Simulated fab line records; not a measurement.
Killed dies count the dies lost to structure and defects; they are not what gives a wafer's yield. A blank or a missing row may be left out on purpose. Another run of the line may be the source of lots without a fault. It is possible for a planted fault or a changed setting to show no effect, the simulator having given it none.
What tool caused it? | flow gf180mcu | 13 lots (39 wafers sampled), 1 step of a 602-step route

## WHAT THE GAUGES SHOWED, per wafer
GF_V5_OVL_MEAS_15.
lot  | measured     | on         | V5_OVL (nm)
L792 | day 27 10:21 | overlay-01 | -2 -3 -7
L793 | day 27 11:38 | overlay-02 | -12 -4 -15
L794 | day 27 22:52 | overlay-02 | -2 0 -3
L795 | day 28 02:52 | overlay-02 | -5 -3 -1
L796 | day 28 10:22 | overlay-01 | -3 -7 -4
L797 | day 28 18:35 | overlay-02 | 1 5 2
L804 | day 30 23:44 | overlay-01 | -9 -7 -11
L808 | day 32 02:16 | overlay-02 | -6 -7 -1
L809 | day 32 04:03 | overlay-02 | -1 -10 -13
L810 | day 32 10:35 | overlay-02 | -8 -11 -15
L811 | day 32 14:46 | overlay-01 | -9 -7 -16
L813 | day 33 03:34 | overlay-02 | 0 -6 0
L814 | day 33 09:49 | overlay-02 | -3 -6 -11

## TOOL THAT RAN EACH LOT (tool first, then ch and the chambers of the sampled wafers, then the start)
Record: no process step prior to these readings.

## AS READ BY THE TOOLS THEMSELVES (means over the sampled wafers that have a number; for cases with no such wafer, the mark the record gives instead)
The record holds no such reading with a usual standard deviation.

## THE ANSWER, worked out from the rows above alone
Rule: what is usual is taken from the lots themselves. Put in order of their means at a reading, lots are off if they are a third of the lots or fewer, leave a main group of 4 or more, and stand apart from it by a gap of 3 or more times the standard deviation of the main group's means; of several such gaps the widest counts. Not used: any main group whose means are identical at the precision the tables above print for the reading. Also off: a lot with no number at a reading for which 4 or more lots have one. Where the step has rows for the other lots, those lots are counted as sound. After the gauges, taken in route order, come the tools' own readings; for these a lot's mean is taken, as printed above. The first step at which some lot is off is used, and at that step the reading that is off furthest; a lot without a number counts as furthest.
No lot is off on any of the readings shown, so nothing can be concluded from this.

## WHAT THE SIMULATOR PUT IN
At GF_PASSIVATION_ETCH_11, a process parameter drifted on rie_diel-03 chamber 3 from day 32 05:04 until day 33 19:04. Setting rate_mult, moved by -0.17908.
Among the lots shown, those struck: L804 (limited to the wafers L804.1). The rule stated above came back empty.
